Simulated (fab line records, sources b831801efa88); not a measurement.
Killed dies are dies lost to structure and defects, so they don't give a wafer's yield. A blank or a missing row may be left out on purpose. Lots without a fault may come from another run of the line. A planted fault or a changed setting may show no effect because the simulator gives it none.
Which tool did it? | flow sky130 | 11 lots, 33 wafers sampled, at 3 steps of a route of 708

WHAT THE GAUGES READ, wafer by wafer
SKY_CAP2M_OVL_MEAS_12. Usual: CAP2M_OVL 0.3 nm, standard deviation 1.1.
lot  | measured     | on         | CAP2M_OVL (nm) | flag
L278 | day 41 07:05 | overlay-02 | 1.7 -0.5 0.8   |
L280 | day 42 00:49 | overlay-01 | 1.1 -0.2 -2.3  |
L282 | day 42 11:40 | overlay-02 | -0.8 0.9 0.5   |
L281 | day 42 21:16 | overlay-01 | -0.1 0.4 -0.1  |
L283 | day 43 02:56 | overlay-01 | -2.0 -1.9 -0.5 |
L284 | day 43 09:52 | overlay-02 | 0.7 1.6 0.7    |
L286 | day 43 18:34 | overlay-01 | 1.1 0.7 -0.9   |
L290 | day 44 21:20 | overlay-01 | -1.8 -0.2 -0.5 |
L294 | day 45 22:52 | overlay-01 | 1.3 0.2 0.7    |
L297 | day 46 15:58 | overlay-02 | 0.4 1.0 -0.6   |
L299 | day 46 21:37 | overlay-01 | -0.3 -1.2 1.4  |

WHICH TOOL RAN EACH LOT (tool, then ch and the chambers of the sampled wafers, then the start)
lot  | SKY_METAL1_METAL_ETCH_19          | SKY_CAPM_STRIP_14
L278 | rie_metal-01 ch 0,1, day 33 07:01 | plasma_asher-03 ch 0,1, day 37 22:05
L280 | rie_metal-01 ch 0,1, day 34 03:16 | plasma_asher-04 ch 0,1, day 38 19:07
L282 | rie_metal-01 ch 0,1, day 34 17:40 | plasma_asher-04 ch 0,1, day 39 06:14
L281 | rie_metal-01 ch 0,1, day 35 03:58 | plasma_asher-04 ch 0,1, day 39 17:04
L283 | rie_metal-04 ch 0,1, day 35 09:07 | plasma_asher-02 ch 0,1, day 39 23:02
L284 | rie_metal-02 ch 0,1, day 35 14:19 | plasma_asher-02 ch 0,1, day 40 06:04
L286 | rie_metal-01 ch 0,1, day 36 05:29 | plasma_asher-03 ch 0,1, day 40 16:22
L290 | rie_metal-02 ch 0,1, day 37 10:55 | plasma_asher-03 ch 0,1, day 41 20:57
L294 | rie_metal-01 ch 0,1, day 38 17:16 | plasma_asher-03 ch 0,1, day 42 23:59
L297 | rie_metal-01 ch 0, day 39 13:46   | plasma_asher-03 ch 0,1, day 43 19:53
L299 | rie_metal-01 ch 0,1, day 39 20:55 | plasma_asher-03 ch 0,1, day 44 01:40
- SKY_METAL1_METAL_ETCH_19: etches the open film in Cl2/BCl3, stops on SiO2, target depth 360 nm, time 76.42 s.
- SKY_CAPM_STRIP_14: strips in O2/N2.

WHAT THE TOOLS THEMSELVES READ (means of the sampled wafers that have a number; where no wafer has one, the mark that the record gives instead)
SKY_METAL1_METAL_ETCH_19. Usual: drypump_motor_current_A 5.42 A, standard deviation 0.29; he_backside_leak_sccm 3.3 sccm, standard deviation 0.39; oes_product_au 0.865 a.u., standard deviation 0.0056; throttle_valve_pct 22.264 %, standard deviation 0.0093.
lot  | tool         | drypump_motor_current_A (A) | he_backside_leak_sccm (sccm) | oes_product_au (a.u.) | throttle_valve_pct (%) | flag
L278 | rie_metal-01 | 5.20                        | 3.2                          | 0.869                 | 22.263                 |
L280 | rie_metal-01 | 5.21                        | 3.4                          | 0.859                 | 22.262                 |
L282 | rie_metal-01 | 5.20                        | 3.3                          | 0.866                 | 22.280                 |
L281 | rie_metal-01 | 5.15                        | 3.4                          | 0.863                 | 22.271                 |
L283 | rie_metal-04 | 5.93                        | 3.3                          | 0.868                 | 22.266                 |
L284 | rie_metal-02 | 5.60                        | 3.2                          | 0.862                 | 22.265                 |
L286 | rie_metal-01 | 5.17                        | 3.3                          | 0.867                 | 22.268                 |
L290 | rie_metal-02 | 5.53                        | 3.2                          | 0.865                 | 22.266                 |
L294 | rie_metal-01 | 5.21                        | 3.2                          | 0.862                 | 22.265                 |
L297 | rie_metal-01 | 5.12                        | 3.3                          | 0.860                 | 22.261                 |
L299 | rie_metal-01 | 5.17                        | 3.3                          | 0.862                 | 22.258                 |

SKY_CAPM_STRIP_14. Usual: drypump_motor_current_A 6.0 A, standard deviation 0.45; oes_product_au 0.710 a.u., standard deviation 0.0046; strip_time_to_endpoint_s 12.65 s, standard deviation 0.061.
lot  | tool            | drypump_motor_current_A (A) | oes_product_au (a.u.) | strip_time_to_endpoint_s (s) | flag
L278 | plasma_asher-03 | 6.0                         | 0.708                 | 12.66                        |
L280 | plasma_asher-04 | 5.4                         | 0.716                 | 12.71                        |
L282 | plasma_asher-04 | 5.9                         | 0.709                 | 12.67                        |
L281 | plasma_asher-04 | 5.9                         | 0.709                 | 12.65                        |
L283 | plasma_asher-02 | 6.2                         | 0.708                 | 12.51                        |
L284 | plasma_asher-02 | 6.0                         | 0.710                 | 12.67                        |
L286 | plasma_asher-03 | 6.0                         | 0.704                 | 12.66                        |
L290 | plasma_asher-03 | 6.0                         | 0.711                 | 12.61                        |
L294 | plasma_asher-03 | 6.0                         | 0.719                 | 12.70                        |
L297 | plasma_asher-03 | 6.0                         | 0.710                 | 12.70                        |
L299 | plasma_asher-03 | 6.0                         | 0.710                 | 12.64                        |

THE ANSWER, worked out from the rows above alone
Rule: a lot is off if the mean of its wafers that have a number lies more than 3 standard deviations from the usual mean. A lot without any number at a reading at which 4 lots or more have one is off too. The other lots that the step has rows for count as sound. The gauges are gone through in route order, then the tools' own readings, and for those a lot's mean is taken as printed above. The first step at which some lot is off is used, and at that step the reading that is off furthest; a lot without a number counts as furthest.
No lot is off at any reading shown: from this, nothing can be told.

WHAT THE SIMULATOR HAD PUT IN
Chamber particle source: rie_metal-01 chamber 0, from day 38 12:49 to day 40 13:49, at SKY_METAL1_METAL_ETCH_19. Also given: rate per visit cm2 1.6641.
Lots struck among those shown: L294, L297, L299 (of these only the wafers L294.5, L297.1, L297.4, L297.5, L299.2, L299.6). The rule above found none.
